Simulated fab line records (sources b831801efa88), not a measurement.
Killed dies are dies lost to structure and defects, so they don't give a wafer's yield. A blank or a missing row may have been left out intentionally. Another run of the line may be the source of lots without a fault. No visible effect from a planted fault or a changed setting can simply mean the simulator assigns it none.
The same fault as seen by 2 desks	flow gf180mcu	each desk has only its own numbers; what lay behind them comes last

== FROM THE METROLOGY DESK ==
What the gauges read for every lot (on any tool): the sampled wafers with a number, averaged. If a lot's mean is further than 4 standard deviations from the usual mean, the lot is out of limits and carries the mark OUT (the distance appears in the brackets).
Columns: A = HV_LDD_RS at GF_HV_LDD_RS_MEAS_53, usual 418.7 ohm/sq; B = M1_ALCU_RS at GF_M1_RS_MEAS_05, usual 0.0697 ohm/sq
lot	first seen here	A	B
L524	day 12 10:01	419.3	0.0701
L525	day 12 14:31	417.8	0.0701
L527	day 13 12:19	418.6	0.0688
L528	day 13 20:36	419.0	0.0704
L529	day 14 15:13	405.1 (-17) OUT	0.0693
L532	day 15 02:43	405.4 (-17) OUT	0.0696
L534	day 15 20:44	418.4	0.0697
L540	day 17 18:52	417.2	0.0688
L541	day 17 21:09	419.5	0.0701
L543	day 18 19:47	418.9	0.0682
L545	day 19 09:19	419.3	0.0690
L546	day 19 16:01	418.4	0.0689
This desk's finding: out of limits on L529, L532; first on L529, day 14 15:13 (HV_LDD_RS at GF_HV_LDD_RS_MEAS_53). L524, L525, L527, L528, L534, L540, L541, L543, L545, L546: within limits.

== FOR THE TOOL OWNER'S DESK: implanter-03 ==
For each lot that ran on this tool, the mean over its sampled wafers that have a number, from the tool's own readings at GF_HV_LDD_IMPLANT_09. If a lot's mean is further than 4 standard deviations from the usual mean, the lot is out of limits and carries the mark OUT (the distance appears in the brackets).
Columns: A = beam energy keV at GF_HV_LDD_IMPLANT_09, usual 39.997; B = dose ions cm2 at GF_HV_LDD_IMPLANT_09, usual 1.0001e+14; C = faraday current uA at GF_HV_LDD_IMPLANT_09, usual 564; D = tilt deg at GF_HV_LDD_IMPLANT_09, usual 7.002 degrees
lot	first seen here	A	B	C	D
L524	day 10 01:46	40.006	9.9997e+13	558	7.001
L525	day 10 06:11	40.000	1.0002e+14	567	7.012
L527	day 11 01:14	40.012	1.0005e+14	556	6.991
L528	day 11 09:01	39.995	9.9943e+13	564	7.013
L529	day 12 01:05	39.989	1.0717e+14 (+65) OUT	610 (+4.2) OUT	7.048
L532	day 12 11:21	40.003	1.0719e+14 (+65) OUT	602	6.983
L540	day 14 22:16	40.005	9.9953e+13	568	7.004
L541	day 15 00:52	39.998	1.0008e+14	548	7.024
L543	day 15 21:51	40.006	1.0002e+14	566	6.995
L545	day 16 10:13	39.995	9.9967e+13	558	6.986
L546	day 16 16:32	39.999	9.9943e+13	565	6.974
Finding of this desk: L529, L532 out of limits; the first was L529 at day 12 01:05, on dose ions cm2 at GF_HV_LDD_IMPLANT_09. L524, L525, L527, L528, L540, L541, L543, L545, L546: within limits.

== BROUGHT TOGETHER ==
The tool owner's desk could have raised an alarm at day 12 01:05, on L529, L532.
L529, L532 would have let the metrology desk raise an alarm at day 14 15:13.
Every lot named ran GF_HV_LDD_IMPLANT_09 on implanter-03.

== WHAT THE SIMULATOR HAD INSERTED ==
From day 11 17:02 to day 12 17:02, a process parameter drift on implanter-03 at GF_HV_LDD_IMPLANT_09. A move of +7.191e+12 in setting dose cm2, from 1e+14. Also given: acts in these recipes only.
Struck lots among those shown: L529, L532.
Counting hours from when the fault started, the first reading out of limits came at 8 for the tool owner's desk and at 70 for the metrology desk.
